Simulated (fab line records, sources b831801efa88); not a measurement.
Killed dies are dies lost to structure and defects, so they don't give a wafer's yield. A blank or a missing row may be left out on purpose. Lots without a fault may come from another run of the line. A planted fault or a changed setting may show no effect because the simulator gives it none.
Which tool did it? | flow sky130 | 10 lots, 30 wafers sampled, at 7 steps of a route of 708

WHAT THE GAUGES READ, wafer by wafer
The record holds no reading of a measuring or inspecting step that can be judged against a usual standard deviation.

WHICH TOOL RAN EACH LOT (tool, then ch and the chambers of the sampled wafers, then the start)
lot  | SKY_POLY_GATE_STRIP_18               | SKY_LDD_P_STRIP_10                   | SKY_LDD_HVP_STRIP_09                 | SKY_POLY_CUT_COAT_02              | SKY_POLY_CUT_ETCH_10               | SKY_POLY_CUT_STRIP_12                | SKY_PAD_OPEN_PROBE_99
L834 | plasma_asher-04 ch 0,1, day 17 13:25 | plasma_asher-02 ch 0,1, day 20 04:12 | plasma_asher-01 ch 0,1, day 22 17:08 | litho_track-04 ch 0, day 24 16:34 | rie_diel-01 ch 1,2, day 25 07:58   | plasma_asher-01 ch 0,1, day 25 08:02 | -
L835 | plasma_asher-02 ch 0, day 17 22:24   | plasma_asher-02 ch 0,1, day 20 14:03 | plasma_asher-04 ch 0,1, day 23 02:44 | litho_track-02 ch 0, day 25 00:52 | rie_diel-04 ch 0,2,3, day 25 17:10 | plasma_asher-01 ch 0, day 25 17:14   | -
L836 | plasma_asher-01 ch 0,1, day 18 10:24 | plasma_asher-01 ch 0,1, day 21 01:49 | plasma_asher-01 ch 0,1, day 23 14:53 | litho_track-02 ch 0, day 25 13:15 | rie_diel-04 ch 1,2,3, day 26 04:24 | plasma_asher-02 ch 0,1, day 26 04:29 | -
L838 | plasma_asher-04 ch 0,1, day 20 00:15 | plasma_asher-03 ch 0,1, day 22 18:08 | plasma_asher-04 ch 0,1, day 25 04:59 | litho_track-02 ch 0, day 27 04:39 | rie_diel-03 ch 1,2,3, day 27 18:50 | plasma_asher-02 ch 0,1, day 27 18:55 | -
L842 | plasma_asher-02 ch 0,1, day 21 20:16 | plasma_asher-03 ch 0,1, day 24 11:05 | plasma_asher-01 ch 0,1, day 26 22:47 | litho_track-02 ch 0, day 28 20:22 | rie_diel-03 ch 1,2, day 29 11:08   | plasma_asher-01 ch 0,1, day 29 11:14 | -
L844 | plasma_asher-04 ch 0,1, day 22 00:29 | plasma_asher-03 ch 0,1, day 24 16:02 | plasma_asher-04 ch 0,1, day 27 02:47 | litho_track-02 ch 0, day 28 23:36 | rie_diel-03 ch 0,3, day 29 15:01   | plasma_asher-02 ch 0,1, day 29 15:08 | prober-01, day 49 10:29
L845 | plasma_asher-01 ch 0,1, day 22 06:33 | plasma_asher-01 ch 0,1, day 24 20:26 | plasma_asher-04 ch 0,1, day 27 07:08 | litho_track-03 ch 0, day 29 04:48 | rie_diel-03 ch 0,1,2, day 29 20:11 | plasma_asher-02 ch 0,1, day 29 20:16 | -
L849 | plasma_asher-04 ch 0,1, day 23 22:54 | plasma_asher-01 ch 0,1, day 26 12:14 | plasma_asher-02 ch 1, day 28 21:05   | litho_track-04 ch 0, day 30 19:45 | rie_diel-04 ch 1,3, day 31 09:17   | plasma_asher-02 ch 0,1, day 31 09:22 | -
L851 | plasma_asher-02 ch 0,1, day 24 06:15 | plasma_asher-03 ch 0,1, day 26 20:05 | plasma_asher-02 ch 1, day 29 04:22   | litho_track-03 ch 0, day 31 02:30 | rie_diel-01 ch 0,1,2, day 31 16:28 | plasma_asher-03 ch 0,1, day 31 16:32 | -
L852 | plasma_asher-04 ch 0,1, day 24 10:52 | plasma_asher-02 ch 0,1, day 27 00:28 | plasma_asher-02 ch 0, day 29 09:25   | litho_track-04 ch 0, day 31 06:51 | rie_diel-01 ch 0,1,2, day 31 20:33 | plasma_asher-02 ch 0,1, day 31 20:38 | -
- SKY_POLY_GATE_STRIP_18: strips in O2/N2.
- SKY_LDD_P_STRIP_10: strips in O2/N2.
- SKY_LDD_HVP_STRIP_09: strips in O2/N2.
- SKY_POLY_CUT_COAT_02: resist thk 60 nm.
- SKY_POLY_CUT_ETCH_10: etches BARC in N2/H2, stops on SiO2, time 45.9 s, target depth 60 nm.
- SKY_POLY_CUT_STRIP_12: strips in O2/N2.
- SKY_PAD_OPEN_PROBE_99

WHAT THE TOOLS THEMSELVES READ (means of the sampled wafers that have a number; where no wafer has one, the mark that the record gives instead)
SKY_POLY_GATE_STRIP_18. Usual: drypump_motor_current_A 5.5 A, standard deviation 0.35; oes_product_au 0.361 a.u., standard deviation 0.0046; strip_time_to_endpoint_s 3.18 s, standard deviation 0.032.
lot  | tool            | drypump_motor_current_A (A) | oes_product_au (a.u.) | strip_time_to_endpoint_s (s) | flag
L834 | plasma_asher-04 | 5.9                         | 0.362                 | 3.17                         |
L835 | plasma_asher-02 | 5.7                         | 0.359                 | 3.19                         |
L836 | plasma_asher-01 | 5.4                         | 0.357                 | 3.16                         |
L838 | plasma_asher-04 | 5.8                         | 0.362                 | 3.20                         |
L842 | plasma_asher-02 | 5.0                         | 0.359                 | 3.19                         |
L844 | plasma_asher-04 | 5.8                         | 0.361                 | 3.19                         |
L845 | plasma_asher-01 | 5.4                         | 0.362                 | 3.20                         |
L849 | plasma_asher-04 | 5.8                         | 0.362                 | 3.21                         |
L851 | plasma_asher-02 | 5.4                         | 0.358                 | 3.20                         |
L852 | plasma_asher-04 | 5.8                         | 0.361                 | 3.17                         |

SKY_LDD_P_STRIP_10. Usual: drypump_motor_current_A 5.6 A, standard deviation 0.49; oes_product_au 0.715 a.u., standard deviation 0.0048; strip_time_to_endpoint_s 14.17 s, standard deviation 0.037.
lot  | tool            | drypump_motor_current_A (A) | oes_product_au (a.u.) | strip_time_to_endpoint_s (s) | flag
L834 | plasma_asher-02 | 5.0                         | 0.711                 | 14.21                        |
L835 | plasma_asher-02 | 5.4                         | 0.717                 | 14.17                        |
L836 | plasma_asher-01 | 5.4                         | 0.713                 | 14.19                        |
L838 | plasma_asher-03 | 6.1                         | 0.714                 | 14.16                        |
L842 | plasma_asher-03 | 6.0                         | 0.717                 | 14.16                        |
L844 | plasma_asher-03 | 6.0                         | 0.713                 | 14.11                        |
L845 | plasma_asher-01 | 5.3                         | 0.720                 | 14.14                        |
L849 | plasma_asher-01 | 5.4                         | 0.718                 | 14.19                        |
L851 | plasma_asher-03 | 6.0                         | 0.715                 | 14.22                        |
L852 | plasma_asher-02 | 5.0                         | 0.711                 | 14.14                        |

SKY_LDD_HVP_STRIP_09. Usual: drypump_motor_current_A 5.5 A, standard deviation 0.37; oes_product_au 0.409 a.u., standard deviation 0.0045; strip_time_to_endpoint_s 4.129 s, standard deviation 0.015.
lot  | tool            | drypump_motor_current_A (A) | oes_product_au (a.u.) | strip_time_to_endpoint_s (s) | flag
L834 | plasma_asher-01 | 5.3                         | 0.409                 | 4.138                        |
L835 | plasma_asher-04 | 5.9                         | 0.409                 | 4.140                        |
L836 | plasma_asher-01 | 5.3                         | 0.414                 | 4.122                        |
L838 | plasma_asher-04 | 5.8                         | 0.406                 | 4.131                        |
L842 | plasma_asher-01 | 5.4                         | 0.407                 | 4.116                        |
L844 | plasma_asher-04 | 5.8                         | 0.406                 | 4.123                        |
L845 | plasma_asher-04 | 5.8                         | 0.402                 | 4.130                        |
L849 | plasma_asher-02 | 4.7                         | 0.412                 | 4.109                        |
L851 | plasma_asher-02 | 4.7                         | 0.408                 | 4.139                        |
L852 | plasma_asher-02 | 5.7                         | 0.408                 | 4.126                        |

SKY_POLY_CUT_ETCH_10. Usual: drypump_motor_current_A 5.7 A, standard deviation 0.45; oes_product_au 0.855 a.u., standard deviation 0.0052; throttle_valve_pct 13.225 %, standard deviation 0.0099.
lot  | tool        | drypump_motor_current_A (A) | oes_product_au (a.u.) | throttle_valve_pct (%) | flag
L834 | rie_diel-01 | 5.7                         | 0.855                 | 13.225                 |
L835 | rie_diel-04 | 5.7                         | 0.858                 | 13.224                 |
L836 | rie_diel-04 | 6.0                         | 0.859                 | 13.232                 |
L838 | rie_diel-03 | 5.6                         | 0.854                 | 13.224                 |
L842 | rie_diel-03 | 5.6                         | 0.897                 | 13.234                 | OFF
L844 | rie_diel-03 | 5.8                         | 0.899                 | 13.240                 | OFF
L845 | rie_diel-03 | 5.6                         | 0.857                 | 13.212                 |
L849 | rie_diel-04 | 6.4                         | 0.850                 | 13.218                 |
L851 | rie_diel-01 | 5.5                         | 0.855                 | 13.227                 |
L852 | rie_diel-01 | 5.5                         | 0.848                 | 13.228                 |

SKY_POLY_CUT_STRIP_12. Usual: drypump_motor_current_A 5.4 A, standard deviation 0.43; oes_product_au 0.452 a.u., standard deviation 0.0046; strip_time_to_endpoint_s 5.354 s, standard deviation 0.015.
lot  | tool            | drypump_motor_current_A (A) | oes_product_au (a.u.) | strip_time_to_endpoint_s (s) | flag
L834 | plasma_asher-01 | 5.4                         | 0.451                 | 5.349                        |
L835 | plasma_asher-01 | 5.4                         | 0.456                 | 5.372                        |
L836 | plasma_asher-02 | 5.4                         | 0.453                 | 5.372                        |
L838 | plasma_asher-02 | 5.4                         | 0.456                 | 5.360                        |
L842 | plasma_asher-01 | 5.4                         | 0.449                 | 5.417                        | OFF
L844 | plasma_asher-02 | 5.0                         | 0.459                 | 5.420                        | OFF
L845 | plasma_asher-02 | 5.4                         | 0.451                 | 5.361                        |
L849 | plasma_asher-02 | 5.4                         | 0.453                 | 5.354                        |
L851 | plasma_asher-03 | 6.1                         | 0.452                 | 5.353                        |
L852 | plasma_asher-02 | 5.0                         | 0.450                 | 5.343                        |

SKY_PAD_OPEN_PROBE_99. Usual: killed_at_M0_to_M3 43, standard deviation 7.8; killed_at_M4_up 3.2, standard deviation 1.7; killed_at_contacts 24, standard deviation 5.2; killed_at_front_end 15, standard deviation 4.5; killed_at_other 0.4, standard deviation 0.65; killed_dies 87, standard deviation 9.1; killed_on_rim 17, standard deviation 3.5; killed_open 47, standard deviation 7.3; killed_short 40, standard deviation 6.5.
lot  | tool      | killed_at_M0_to_M3 | killed_at_M4_up | killed_at_contacts | killed_at_front_end | killed_at_other | killed_dies | killed_on_rim | killed_open | killed_short | flag
L844 | prober-01 | 38                 | 5.0             | 26                 | 12                  | 1.0             | 82          | 18            | 42          | 40           |

THE ANSWER, worked out from the rows above alone
Rule: a lot is off if the mean of its wafers that have a number lies more than 3 standard deviations from the usual mean. A lot without any number at a reading at which 4 lots or more have one is off too. The other lots that the step has rows for count as sound. The gauges are gone through in route order, then the tools' own readings, and for those a lot's mean is taken as printed above. The first step at which some lot is off is used, and at that step the reading that is off furthest; a lot without a number counts as furthest.
Off: L842, L844, at SKY_POLY_CUT_ETCH_10 (oes_product_au).
A tool fits if, at that step or a process step before it, it ran every lot that is off, and no sound lot after the first of them. One fits: litho_track-02 at SKY_POLY_CUT_COAT_02. Its last sound lot is L838 (day 27 04:39), its first lot that is off L842 (day 28 20:22): a fault that began between those two fits.

WHAT THE SIMULATOR HAD PUT IN
Process parameter drift: litho_track-02, from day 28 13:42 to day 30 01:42, at SKY_POLY_CUT_COAT_02. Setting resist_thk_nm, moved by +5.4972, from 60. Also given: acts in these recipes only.
Lots struck among those shown: L842, L844. The rule above found the same.
